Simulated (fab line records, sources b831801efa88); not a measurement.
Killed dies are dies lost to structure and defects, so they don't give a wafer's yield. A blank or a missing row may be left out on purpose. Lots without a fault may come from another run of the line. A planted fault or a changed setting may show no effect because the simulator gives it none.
A struck lot beside a sound one | flow sky130 | 38 steps out of a route of 708
Sound: wafers L123.1, L123.2, L123.5. Struck: wafers L118.1, L118.2, L118.6. The cause comes at the end.
At each step with rows: each side's tool, then ch and its chambers, then its first start. Under that, the readings that differ: sound wafers | struck wafers | difference of the means | sigmas: that difference in standard deviations of wafers without a fault.
alike: readings whose means differ by less than 2 such deviations, and words and numbers that are the same on both sides. not compared: withheld readings, readings that some wafer has no value for, bounds like >300 that may hide the same value, and numbers for which the record gives no deviation and whose values overlap.
The two part at a step that has a row with sigmas, a row that says differs or no value, or rows on one side only. Numbers that don't overlap but have no deviation are shown without sigmas and don't part them. A reading that every wafer of one side lacks parts them only if that side has two wafers or more.

first, 9 steps without rows for these wafers: SKY_VIA3_SPUTTER_20 (material TiN, target thk 20 nm, time 80 s); SKY_VIA3_CVD_21 (deposits W, target thk 390 nm, time 117.31 s); SKY_VIA3_CMP_24 (polishes, stops on SiO2, t overpolish 20 s, target thk 0 nm); SKY_METAL4_SPUTTER_00 (material Ti, target thk 15 nm, time 10 s); SKY_METAL4_SPUTTER_01 (material TiN, target thk 20 nm, time 16.7 s); SKY_METAL4_SPUTTER_02 (material AlCu, target thk 735 nm, time 39.1 s); SKY_METAL4_SPUTTER_03 (material Ti, target thk 5 nm, time 3.3 s); SKY_METAL4_SPUTTER_04 (material TiN, target thk 70 nm, time 58.3 s); SKY_CAP2M_CVD_00 (deposits SiO2, target thk 15.5 nm).
SKY_CAP2M_SPUTTER_02: material TiN, target thk 200 nm, time 166.7 s.
  sound on pvd_sputter-02, day 46 15:39; struck on pvd_sputter-04, day 45 18:29
  reading                                   | sound                | struck               | difference | sigmas
  cathode_dc_power_W (W)                    | 6499.2 6500.2 6500.6 | 5639.5 5637.3 5638.9 | -861.4     | -99 or more
  model.TiN_of_CAP2M_SPUTTER_02.thk_nm (nm) | 198.3 203 203.5      | 175.3 177.4 178      | -24.7      |
  alike: substrate_temp_c, throttle_valve_pct
SKY_CAP2M_RS_MEAS_03: measures by four-point-probe.
  sound on film_metro-02, day 46 15:46; struck on film_metro-02, day 45 18:35
  reading               | sound          | struck         | difference | sigmas
  CAP2M_TIN_RS (ohm/sq) | 6.96 6.79 6.78 | 7.90 7.80 7.77 | +0.98      | +10
SKY_CAP2M_THK_MEAS_04: measures by xrf.
  sound on film_metro-02, day 46 15:53; struck on film_metro-02, day 45 18:43
  reading            | sound       | struck      | difference | sigmas
  CAP2M_TIN_THK (nm) | 193 198 198 | 171 173 174 | -24        | -7
then, 7 steps without rows for these wafers: SKY_CAP2M_DEHYDRATE_05 (time 60 s); SKY_CAP2M_HMDS_06 (prime time 60 s); SKY_CAP2M_COAT_07 (resist thk 1140 nm); SKY_CAP2M_SOFTBAKE_08 (time 60 s); SKY_CAP2M_EXPOSE_09 (exposes mask CAP2M, target cd 1000 nm); SKY_CAP2M_PEB_10; SKY_CAP2M_DEVELOP_11 (develop time 60 s).
SKY_CAP2M_METAL_ETCH_13: etches TiN in Cl2/BCl3, stops on SiO2, target depth 220 nm, time 62.9 s.
  sound on rie_metal-02 ch 0,1, day 47 12:35; struck on rie_metal-02 ch 0,1, day 46 15:56
  reading                | sound                | struck               | difference | sigmas
  oes_product_au (a.u.)  | 0.939 0.952 0.956    | 0.874 0.884 0.877    | -0.071     | -8
  throttle_valve_pct (%) | 21.895 21.895 21.885 | 21.949 21.930 21.941 | +0.048     | +5
  alike: drypump_motor_current_A
  not compared: rf_hours_counter_h
then, 16 steps without rows for these wafers: SKY_CAP2M_STRIP_14 (strips in O2/N2); SKY_CAP2M_STRIP_15 (strips in post etch residue remover, time 1200 s); SKY_CAP2M_CLEAN_16 (cleans in IPA, time 180 s); SKY_CAP2M_CLEAN_17 (cleans in O3/DIW); SKY_METAL4_DEHYDRATE_05 (time 60 s); SKY_METAL4_HMDS_06 (prime time 60 s); SKY_METAL4_COAT_07 (resist thk 60 nm); SKY_METAL4_COAT_08 (resist thk 1140 nm); SKY_METAL4_SOFTBAKE_09 (time 90 s); SKY_METAL4_EXPOSE_10 (exposes mask MM4, target cd 300 nm); SKY_METAL4_PEB_11; SKY_METAL4_DEVELOP_12 (develop time 60 s); SKY_METAL4_DESCUM_15 (chemistry O2, time 8 s); SKY_METAL4_ETCH_16 (etches BARC in N2/H2, stops on SiO2, time 88.2 s, target depth 60 nm); SKY_METAL4_ETCH_17 (etches SiO2 in C4F8/O2/Ar, stops on TiN, time 3.9 s, target depth 15 nm); SKY_METAL4_METAL_ETCH_18 (etches the open film in Cl2/BCl3, stops on SiO2, target depth 845 nm, time 183.1 s).
SKY_METAL4_STRIP_20: strips in post etch residue remover, time 1200 s.
  sound on wet_bench-01 ch 3, day 48 10:26; struck on wet_bench-04 ch 0, day 47 14:26
  reading                                   | sound             | struck            | difference | sigmas
  model.TiN_of_CAP2M_SPUTTER_02.thk_nm (nm) | 197.5 202.2 202.7 | 174.5 176.6 177.2 | -24.7      |
-- the record jumps here: 3 days lie between the struck wafers' starts before and after (it left off in module METAL4 and takes up again in module PAD_OPEN, whose first step shown is number 708 of the route) --
SKY_PAD_OPEN_PROBE_99:
  sound on prober-01, day 51 13:47; struck on prober-02, day 50 22:43
  reading                               | sound               | struck              | difference | sigmas
  killed_at_front_end                   | 10 13 12            | 25 18 19            | +9         | +2
  model.etest.cap_mim2.plate_ohm_sq     | 6.008 5.971 5.915   | 6.882 6.809 6.766   | +0.854     |
  model.etest.cap_mim2.leak_log10_a_cm2 | -8.88 -9.179 -9.013 | -8.711 -8.823 -8.77 | +0.256     |
  alike: defect_limited_yield, killed_at_M0_to_M3, killed_at_M4_up, killed_at_contacts, killed_at_other, killed_dies, killed_open, killed_short, sort_bin_3_pad_short, sort_bin_5_function, sort_bin_6_memory, sort_n_pass, sort_yield_pct
  not compared: model.etest.cap_mim2.bv_v

WHERE THEY PART
First at SKY_CAP2M_SPUTTER_02; last, within this record, at SKY_PAD_OPEN_PROBE_99.

WHY: what the simulator had put in
Process parameter drift: pvd_sputter-04, from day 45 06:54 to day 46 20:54, at SKY_CAP2M_SPUTTER_02. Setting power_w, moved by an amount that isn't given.
